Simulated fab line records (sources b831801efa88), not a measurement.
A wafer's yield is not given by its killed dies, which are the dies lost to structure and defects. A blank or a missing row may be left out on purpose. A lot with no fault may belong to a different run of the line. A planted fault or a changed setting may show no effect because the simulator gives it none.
fab line records ; flow sky130
record: lots: 12; wafers: 34; lastDay: 50
route steps=708 shown METAL1@451 VIA1@460 VIA4@639 PAD_OPEN@708
lots that met no fault: from a run of the same line without faults
startH: hours from the record's first day to the start of the lot's first wafer shown ; waitH: how many hours have passed since the lot's step before this one ; " as in the row above ; L1.1+2: a single row standing in for several wafers ; - no value present, or no start provided ; * or withheld: withheld ; < > ~ a bound
route shown NAME@n: names a module that has steps shown in the file, with the first one's number in the route ; usual: average and standard deviation across the fault-free wafers ; same: alike in all rows ; chamber/n: place in a boat ; sites: the reading at each site ; _std_site: their standard deviation ; _edge_site: the outer-site mean with the inner-site mean subtracted ; radiusMm: how far each site lies from the wafer's centre ; mask NAME#n: copy n ; behind: the most recent tool/chamber to have shaped the wafer ; hold: what put the lot on hold/how long, in hours/how the hold closed ; device: names the non-switching transistor (n, p or np) ; end of line: the same wafers' tests at the end of the route ; a step given without rows: its recipe and nothing more ; killed: count of dies lost to structure and defects at first sort (not the wafer's yield) ; map: shows each die of a wafer: x if killed, . if not, _ if none is there
set.NAME: the setting the step ran with; set.NAME@STEP: the setting that earlier step ran with ; model.NAME: the simulator's own value behind a step, which no gauge read
a sample of lots followed through the steps of the route, with each step as a table and each wafer as a row
services: when a tool's chamber went out of use (startH, in hours from the record's first day, below 0 if earlier), for how many hours, and the reason
== steps ==
step: SKY_METAL1_DESCUM_17
recipe: chemistry: O2; sourcePowerW: 150; biasPowerW: 0; pressureMtorr: 10; tempC: 40; timeS: 8
usual: drypumpMotorCurrentA: 5.7/0.46; oesProductAu: 1.009/0.012
same: timeS: 8
lot.wafer;tool;chamber;startH;waitH;drypumpMotorCurrentA;oesProductAu;rfHoursCounterH
L908.1;rieMetal-02;0;778.25;0.0;5.3;1.010;12
L908.3;rieMetal-02;1;778.25;0.0;5.8;1.006;-
L908.5;rieMetal-02;0;778.25;0.0;5.3;0.991;-
L909.1;rieMetal-04;1;795.40;0.0;5.8;1.009;8
L909.5;rieMetal-04;0;795.40;0.0;5.1;1.029;-
L909.6;rieMetal-04;1;795.40;0.0;5.8;1.009;-
L911.2;rieMetal-03;1;799.40;0.0;6.5;0.999;12
L911.3;rieMetal-03;0;799.40;0.0;5.6;1.008;-
L911.5;rieMetal-03;1;799.40;0.0;6.5;1.013;-
L912.3;rieMetal-03;1;814.56;0.0;6.5;1.004;-
L912.4;rieMetal-03;0;814.56;0.0;5.6;0.999;-
L912.5;rieMetal-03;0;814.56;0.0;5.6;1.005;-
L913.1;rieMetal-04;1;816.70;0.0;5.8;1.018;9
L913.4;rieMetal-04;1;816.70;0.0;5.8;1.020;-
L913.5;rieMetal-04;0;816.70;0.0;5.1;1.038;-
L914.2;rieMetal-02;0;824.30;0.0;5.3;1.002;14
L914.3;rieMetal-02;0;824.30;0.0;5.3;1.005;-
L914.6;rieMetal-02;0;824.30;0.0;5.3;0.989;-
L921.4;rieMetal-03;0;872.21;0.0;5.6;1.000;-
L921.6;rieMetal-03;0;872.21;0.0;5.6;1.000;-
L922.1;rieMetal-03;1;880.65;0.0;6.5;1.003;15
L922.2;rieMetal-03;0;880.65;0.0;5.6;1.000;5
L924.1;rieMetal-03;1;898.95;0.0;6.5;0.990;16
L924.5;rieMetal-03;1;898.95;0.0;6.5;0.995;-
L924.6;rieMetal-03;0;898.95;0.0;5.6;1.020;-
L925.2;rieMetal-02;0;901.90;0.0;5.3;0.997;17
L925.3;rieMetal-02;1;901.90;0.0;5.8;1.008;-
L925.5;rieMetal-02;1;901.90;0.0;5.8;1.008;-
L926.4;rieMetal-03;1;912.71;0.0;6.5;0.985;-
L926.5;rieMetal-03;1;912.71;0.0;6.5;0.985;-
L926.6;rieMetal-03;0;912.71;0.0;5.6;1.015;-
L928.2;rieMetal-04;1;926.90;0.0;5.8;1.017;12
L928.4;rieMetal-04;1;926.90;0.0;5.8;1.016;-
L928.5;rieMetal-04;1;926.90;0.0;5.8;1.011;-
step: SKY_VIA1_CMP_02
recipe: material: SiO2; downForcePsi: 4; platenRpm: 60; padVelocityMS: 0.94248
usual: motorCurrentA: 12.7/1.2; retainingRingPressureFrac: 0.999/0.0051
lot.wafer;tool;chamber;startH;waitH;motorCurrentA;retainingRingPressureFrac
L908.3;cmp-02;0;779.34;0.1;15.4;1.002
L908.1;cmp-02;1;779.34;0.1;12.6;0.993
L908.5;cmp-02;3;779.34;0.1;10.8;1.000
L909.1;cmp-01;2;796.35;0.1;13.2;0.987
L909.5;cmp-01;2;796.35;0.1;13.0;0.998
L909.6;cmp-01;3;796.35;0.1;13.4;0.998
L911.3;cmp-02;2;800.40;0.1;12.9;1.001
L911.2;cmp-02;0;800.40;0.1;15.5;1.001
L911.5;cmp-02;1;800.40;0.1;12.2;1.004
L912.4;cmp-01;3;815.58;0.1;13.2;1.002
L912.3;cmp-01;0;815.58;0.1;12.7;0.999
L912.5;cmp-01;2;815.58;0.1;12.8;1.002
L913.4;cmp-02;0;817.65;0.0;15.2;1.002
L913.1;cmp-02;1;817.65;0.0;12.5;1.005
L913.5;cmp-02;1;817.65;0.0;13.0;1.008
L914.2;cmp-02;2;825.71;0.0;12.3;1.006
L914.3;cmp-02;1;825.71;0.0;12.2;0.997
L914.6;cmp-02;2;825.71;0.0;12.9;1.001
L921.4;cmp-01;1;873.25;0.1;13.1;0.990
L921.6;cmp-01;3;873.25;0.1;12.4;0.992
L922.1;cmp-02;3;881.68;0.1;11.0;0.998
L922.2;cmp-02;1;881.68;0.1;13.2;1.009
L924.1;cmp-01;1;900.05;0.2;12.9;1.001
L924.5;cmp-01;2;900.05;0.2;12.8;1.002
L924.6;cmp-01;3;900.05;0.2;12.3;1.000
L925.3;cmp-02;1;902.95;0.1;12.3;0.999
L925.2;cmp-02;2;902.95;0.1;12.5;1.000
L925.5;cmp-02;3;902.95;0.1;10.6;0.996
L926.4;cmp-01;0;914.73;1.1;12.7;0.995
L926.5;cmp-01;1;914.73;1.1;13.0;0.997
L926.6;cmp-01;2;914.73;1.1;12.9;0.999
L928.4;cmp-02;3;927.93;0.1;10.7;1.001
L928.2;cmp-02;0;927.93;0.1;14.8;0.993
L928.5;cmp-02;2;927.93;0.1;11.8;1.000
step: SKY_VIA1_ETCH_15
recipe: target: SiO2; chemistry: C4F8/O2/Ar; targetDepthNm: 351; stopOn: TiN; maskMaterial: KrF-thick; sourceW: 1500; biasW: 1200; pressureMtorr: 40; c4f8FlowSccm: withheld; O2_flow_sccm: 6; Ar_flow_sccm: 300; timeS: 54
usual: oesProductAu: 0.979/0.0071
same: timeS: 54
lot.wafer;tool;chamber;startH;waitH;oesProductAu;rfHoursCounterH
L908.1;rieDiel-01;2;806.54;0.0;0.978;22
L908.3;rieDiel-01;3;806.54;0.0;0.991;1
L908.5;rieDiel-01;3;806.54;0.0;0.974;-
L909.1;rieDiel-04;2;823.39;0.0;0.982;19
L909.5;rieDiel-04;2;823.39;0.0;0.969;-
L909.6;rieDiel-04;3;823.39;0.0;0.977;-
L911.2;rieDiel-01;1;827.99;0.0;0.985;5
L911.3;rieDiel-01;0;827.99;0.0;0.981;8
L911.5;rieDiel-01;3;827.99;0.0;0.978;-
L912.3;rieDiel-01;0;842.49;0.0;0.963;8
L912.4;rieDiel-01;3;842.49;0.0;0.985;2
L912.5;rieDiel-01;1;842.49;0.0;0.971;-
L913.1;rieDiel-04;0;844.59;0.0;0.982;7
L913.4;rieDiel-04;3;844.59;0.0;0.998;1
L913.5;rieDiel-04;2;844.59;0.0;0.984;-
L914.2;rieDiel-02;0;851.59;0.0;0.971;21
L914.3;rieDiel-02;1;851.59;0.0;0.974;5
L914.6;rieDiel-02;1;851.59;0.0;0.975;-
L921.4;rieDiel-01;3;899.59;0.0;0.983;4
L921.6;rieDiel-01;0;899.59;0.0;0.978;-
L922.1;rieDiel-01;3;907.26;0.0;0.976;4
L922.2;rieDiel-01;1;907.26;0.0;0.979;7
L924.1;rieDiel-04;2;925.14;0.0;0.968;0
L924.5;rieDiel-04;1;925.14;0.0;0.976;-
L924.6;rieDiel-04;0;925.14;0.0;0.986;-
L925.2;rieDiel-04;1;927.89;0.0;0.985;2
L925.3;rieDiel-04;2;927.89;0.0;0.967;0
L925.5;rieDiel-04;1;927.89;0.0;0.979;-
L926.4;rieDiel-02;0;940.01;0.0;0.979;24
L926.5;rieDiel-02;1;940.01;0.0;0.972;-
L926.6;rieDiel-02;0;940.01;0.0;0.974;-
L928.2;rieDiel-02;3;952.86;0.0;0.992;21
L928.4;rieDiel-02;1;952.86;0.0;0.981;7
L928.5;rieDiel-02;3;952.86;0.0;0.982;-
step: SKY_VIA4_HDPCVD_00
recipe: material: SiO2; targetThkNm: 1750; sigmaOpenFrac: 0.3; timeS: 291.7; tempC: 400; sih4FlowSccm: 60; pressureMtorr: 6
lot.wafer;tool;chamber;startH;waitH
L908.1+3+5;hdpcvd-02;2,0,0;994.36;0.0
L909.1+5+6;hdpcvd-02;1,2,1;1008.02;0.0
L911.2+3+5;hdpcvd-01;0,2,0;1014.27;0.0
L912.3+4+5;hdpcvd-02;0,2,0;1023.94;0.0
L913.1+4+5;hdpcvd-02;1,1,2;1028.41;0.0
L914.2+3+6;hdpcvd-01;1,2,2;1031.59;0.0
L921.4+6;hdpcvd-02;0,1;1073.56;0.1
L922.1+2;hdpcvd-02;2,1;1080.42;0.0
L924.1+5+6;hdpcvd-01;2,1,0;1095.37;0.0
L925.2+3+5;hdpcvd-01;0,1,1;1100.17;0.0
L926.4+5+6;hdpcvd-01;0,2,1;1108.10;0.1
L928.2+4+5;hdpcvd-01;2,1,2;1121.36;0.0
step: SKY_VIA4_THK_MEAS_01
recipe: reads: SiO2_of_VIA4_HDPCVD_00
usual: VIA4_HDPCVD_THK: 1748/36
lot.wafer;tool;chamber;startH;waitH;VIA4_HDPCVD_THK[nm]
L908.1;filmMetro-02;-;994.54;0.1;1762
L908.3;filmMetro-02;-;994.54;0.1;1762
L908.5;filmMetro-02;-;994.54;0.1;1768
L909.1;filmMetro-01;-;1008.20;0.1;1802
L909.5;filmMetro-01;-;1008.20;0.1;1774
L909.6;filmMetro-01;-;1008.20;0.1;1795
L911.2;filmMetro-03;-;1014.46;0.1;1740
L911.3;filmMetro-03;-;1014.46;0.1;1712
L911.5;filmMetro-03;-;1014.46;0.1;1737
L912.3;filmMetro-01;-;1024.14;0.1;1763
L912.4;filmMetro-01;-;1024.14;0.1;1766
L912.5;filmMetro-01;-;1024.14;0.1;1757
L913.1;filmMetro-01;-;1028.58;0.1;1760
L913.4;filmMetro-01;-;1028.58;0.1;1787
L913.5;filmMetro-01;-;1028.58;0.1;1796
L914.2;filmMetro-01;-;1031.78;0.1;1722
L914.3;filmMetro-01;-;1031.78;0.1;1693
L914.6;filmMetro-01;-;1031.78;0.1;1703
L921.4;filmMetro-02;-;1073.68;0.0;1784
L921.6;filmMetro-02;-;1073.68;0.0;1413
L922.1;filmMetro-03;-;1080.60;0.1;1414
L922.2;filmMetro-03;-;1080.60;0.1;1810
L924.1;filmMetro-02;-;1095.55;0.1;1703
L924.5;filmMetro-02;-;1095.55;0.1;1732
L924.6;filmMetro-02;-;1095.55;0.1;1705
L925.2;filmMetro-02;-;1100.36;0.1;1692
L925.3;filmMetro-02;-;1100.36;0.1;1717
L925.5;filmMetro-02;-;1100.36;0.1;1717
L926.4;filmMetro-01;-;1108.22;0.0;1681
L926.5;filmMetro-01;-;1108.22;0.0;1722
L926.6;filmMetro-01;-;1108.22;0.0;1733
L928.2;filmMetro-03;-;1121.64;0.2;1726
L928.4;filmMetro-03;-;1121.64;0.2;1725
L928.5;filmMetro-03;-;1121.64;0.2;1706
step: SKY_PAD_OPEN_PROBE_99
usual: defectLimitedYield: 82.3/2.1; killed_at_M0_to_M3: 45/6.9; killed_at_M4_up: 3.1/1.7; killedAtContacts: 24/5.7; killedAtFrontEnd: 15/4.6; killedAtOther: 0.3/0.57; killedDies: 87/10; killedOnRim: 17/3.9; killedOpen: 48/7.4; killedShort: 39/6.7; sort_bin_3_pad_short: 0.9/0.41; sort_bin_5_function: 10.4/1.5; sort_bin_6_memory: 6.4/1.1; sortNPass: 405/10; sortYieldPct: 82.3/2.1
same: grossDies: 492; killedAtBackSide: 0; sort_bin_4_leakage[%]: 0; sort_bin_8_speed[%]: 0
lot.wafer;tool;chamber;startH;waitH;defectLimitedYield[%];killed_at_M0_to_M3;killed_at_M4_up;killedAtContacts;killedAtFrontEnd;killedAtOther;killedDies;killedOnRim;killedOpen;killedShort;sort_bin_3_pad_short[%];sort_bin_5_function[%];sort_bin_6_memory[%];sortNPass;sortYieldPct[%]
L912.3;prober-01;-;1115.46;0.2;77.8;54;8;28;19;0;109;19;52;57;2.0;13.8;6.3;383;77.8
L912.4;prober-01;-;1115.51;0.2;80.3;51;1;29;16;0;97;16;54;43;1.4;11.6;6.7;395;80.3
L912.5;prober-01;-;1115.56;0.2;79.1;59;2;24;18;0;103;19;58;45;1.0;14.4;5.5;389;79.1
L913.1;prober-01;-;1118.77;0.1;84.3;40;4;21;12;0;77;15;43;34;0.2;8.7;6.7;415;84.3
L913.4;prober-01;-;1118.92;0.2;81.5;54;4;17;16;0;91;13;56;35;1.4;10.0;7.1;401;81.5
L913.5;prober-01;-;1118.97;0.2;82.3;54;3;16;14;0;87;17;43;44;1.0;9.1;7.5;405;82.3
L922.2;prober-02;-;1164.11;0.1;79.9;54;2;23;20;0;99;20;59;40;0.2;13.0;6.9;393;79.9
killed by level:class
L912.3 METAL1:geometricParticle:short=10 VIA1:geometricParticle:open=10 CONTACT:geometricParticle:open=9 VIA3:geometricParticle:open=8 FIELD_ISO:geometricParticle:short=7 LI_CONTACT:geometricParticle:open=7 VIA2:geometricParticle:open=7 METAL4:geometricParticle:short=6
L912.4 VIA1:geometricParticle:open=19 VIA1:geometricParticle:short=9 LI_CONTACT:geometricParticle:open=8 CONTACT:geometricParticle:short=7 POLY_GATE:geometricParticle:short=6 POLY_GATE:geometricParticle:open=6 CONTACT:geometricParticle:open=6 METAL2:geometricParticle:short=6
L912.5 CONTACT:geometricParticle:open=13 VIA1:geometricParticle:open=12 METAL2:geometricParticle:short=9 METAL1:geometricParticle:short=9 VIA3:geometricParticle:open=7 VIA1:geometricParticle:short=7 POLY_GATE:geometricParticle:open=6 LI_CONTACT:geometricParticle:open=4
L913.1 VIA1:geometricParticle:open=10 CONTACT:geometricParticle:open=9 LI_CONTACT:geometricParticle:open=6 FIELD_ISO:geometricParticle:short=5 VIA1:geometricParticle:short=5 LI_CONTACT:geometricParticle:short=4 METAL1:geometricParticle:short=4 METAL2:geometricParticle:short=4
L913.4 VIA2:geometricParticle:open=13 VIA3:geometricParticle:open=11 VIA1:geometricParticle:open=10 CONTACT:geometricParticle:open=7 CONTACT:geometricParticle:short=6 METAL2:geometricParticle:short=6 POLY_GATE:geometricParticle:open=4 VIA1:geometricParticle:short=4
L913.5 VIA1:geometricParticle:open=14 VIA2:geometricParticle:open=9 METAL2:geometricParticle:short=8 VIA3:geometricParticle:open=6 FIELD_ISO:geometricParticle:short=5 LOCAL_INTERCONNECT:geometricParticle:short=4 CONTACT:geometricParticle:short=4 SPACER:geometricParticle:short=3
L922.2 VIA1:geometricParticle:open=13 VIA3:geometricParticle:open=12 LI_CONTACT:geometricParticle:open=8 POLY_GATE:geometricParticle:open=7 VIA1:geometricParticle:short=6 FIELD_ISO:geometricParticle:open=5 CONTACT:geometricParticle:open=5 CONTACT:geometricParticle:short=5
== services ==
tool;chamber;startH;hours;kind
hdpcvd-02;-;787.25;1.0;repair
hdpcvd-01;1;792.76;5.7;repair
hdpcvd-02;2;809.83;1.9;repair
rieMetal-03;-;810.01;1.4;pm
hdpcvd-02;-;830.60;0.8;repair
cmp-02;-;839.33;0.5;repair
hdpcvd-02;-;842.46;1.6;repair
hdpcvd-02;0;842.65;4.0;repair
hdpcvd-01;2;846.51;11.7;repair
cmp-02;-;866.45;0.8;repair
cmp-02;-;870.16;0.2;repair
hdpcvd-02;2;870.37;4.2;repair
cmp-02;-;891.69;0.5;repair
hdpcvd-01;-;896.58;6.0;pm
hdpcvd-01;2;906.43;4.3;repair
cmp-02;-;912.00;4.0;pm
hdpcvd-02;-;950.25;15.0;pm
cmp-02;-;960.89;23.7;pm
cmp-02;-;991.10;9.3;repair
cmp-02;-;1010.09;7.9;pm
cmp-02;-;1075.85;2.2;repair
cmp-02;-;1095.48;3.0;repair
cmp-02;-;1113.85;0.3;repair
hdpcvd-01;0;1116.90;5.5;repair
== key ==
firstSign: step: SKY_VIA4_THK_MEAS_01; reading: VIA4_HDPCVD_THK; direction: down; sigmas: 9.2; usual: 1748; struck: 1414
effect none on later readings
metAt SKY_VIA4_HDPCVD_00
struckLots L921,L922
struckWafers L921.6,L922.1
notActingAt SKY_METAL1_DESCUM_17,SKY_VIA1_CMP_02,SKY_VIA1_ETCH_15
onsetBetween 1028.41 1073.56
fault: kind: processParameterDrift; tool: hdpcvd-02; chamber: -; onsetH: 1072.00; steps: SKY_VIA4_HDPCVD_00; channel: targetThkNm; offset: -369.82; shape: step; endH: 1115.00; scope: struckWafersOnly; actsIn: theseRecipesOnly; stated: 1750
